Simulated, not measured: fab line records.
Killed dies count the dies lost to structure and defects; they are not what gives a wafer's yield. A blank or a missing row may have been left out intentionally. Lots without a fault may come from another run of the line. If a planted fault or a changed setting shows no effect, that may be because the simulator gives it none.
8D (eight disciplines) problem report, filled in by code    flow gf180mcu    the parts of the form that need people (team, actions taken, sign-off) are left out

1. THE PROBLEM
Wafers free of any fault read 302 nm (standard deviation 3.3) for CONTACT_CVD_00_THK at GF_CONTACT_THK_MEAS_01, against a mean of 155 nm on 3 wafers of 2 lots. That puts it -44 standard deviations away from the usual mean.
Earliest sighting: wafer L608.5 on film_metro-03 at day 22 11:04. The record has a number at this step for 33 wafers belonging to 11 lots. The rule behind "out" and "out of limits": a value lying over 4 standard deviations away from the usual mean. All remaining wafers that have a number are taken as sound.

2. WHAT THIS IS AND IS NOT
question                     is                      is not
which readings at this step  CONTACT_CVD_00_THK      -
which lots                   L608, L609              L589, L590, L591, L593, L594, L595, L596, L598, L604
which wafers of those lots   L608.5, L609.1, L609.4  L608.4, L608.6, L609.3
read on which gauges         film_metro-03           film_metro-01, film_metro-04
when                         from day 22 11:04       up to then (29 sound wafers); but 1 sound wafer of L609 came after

3. SUSPECTS, AND WHAT RULES EACH OUT
Counting: a tool at a process step up to the reading stays a suspect if it ran every lot that is out. Sound lots after the first of them don't rule it out here, since some wafers of a struck lot are sound.
- the gauge at GF_CONTACT_THK_MEAS_01: ruled out. All the wafers that are out were read on film_metro-03, but those of them that GF_CONTACT_CVD_00 has rows for are out there too, on other tools.
- plasma_asher-04 at GF_LVPWELL_STRIP_10 (strips in O2/N2): kept. Every lot that is out went through it, the first being L608 (day 8 13:57); the last sound lot it ran before that was L604 (day 7 15:04).
- hdpcvd-02 at GF_CONTACT_CVD_00 (deposits SiO2, target thk 300 nm, time 50 s): kept. Every lot that is out went through it, the first being L608 (day 22 11:01); the last sound lot it ran before that was L598 (day 18 19:13). Its own readings are out on those wafers: sih4_flow_sccm.
- hdpcvd-02, GF_CONTACT_CVD_00: wafers that are out in chamber 2, sound lot-mates in chambers 0, 1.
Remaining after the count are plasma_asher-04 at GF_LVPWELL_STRIP_10 and hdpcvd-02 at GF_CONTACT_CVD_00.

4. THE CAUSE (what the simulator had put in)
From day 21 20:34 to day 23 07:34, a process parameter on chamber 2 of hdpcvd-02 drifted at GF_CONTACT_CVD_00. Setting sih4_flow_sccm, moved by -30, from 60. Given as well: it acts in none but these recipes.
This tool is one of the 2 suspects left after counting.

5. THE EFFECT CHAIN, in route order
Rows list readings where the struck wafers' mean (over those with a number) sits beyond 3 standard deviations from the usual. Only readings for which the record gives a usual standard deviation are gone through. hours: the time from each lot's start at the first step in this table that gives one to its start at this step, as a median over the lots. sigmas: the change in usual standard deviations.
hours  step                    reading             usual       on struck wafers  change  sigmas
0      GF_CONTACT_CVD_00       sih4_flow_sccm      60.02 sccm  29.94             -30.08  -99 or more
0      GF_CONTACT_THK_MEAS_01  CONTACT_CVD_00_THK  302 nm      155               -147    -44
-      GF_CONTACT_ETCH_17      oes_product_au      0.816 a.u.  0.738             -0.078  -16
The process steps in it:
- GF_CONTACT_CVD_00: deposits SiO2, target thk 300 nm, time 50 s.
- GF_CONTACT_ETCH_17: etches SiO2 in C4F8/O2/Ar, stops on CoSi2, target depth 860 nm.

6. HOW IT WOULD HAVE BEEN CAUGHT EARLIER
In this record the first reading out of limits at a measuring or inspecting step was taken at day 22 11:04, 15 hours after the fault began at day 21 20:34.
Tool's own readings at GF_CONTACT_CVD_00, sih4_flow_sccm: out on all struck wafers the step has rows for; an alarm limit on them would have tripped on the first.
Among the 2 lots that are out, L609 began GF_CONTACT_CVD_00 on hdpcvd-02 after day 22 11:04. Had the tool been put on hold then, it would have been spared.
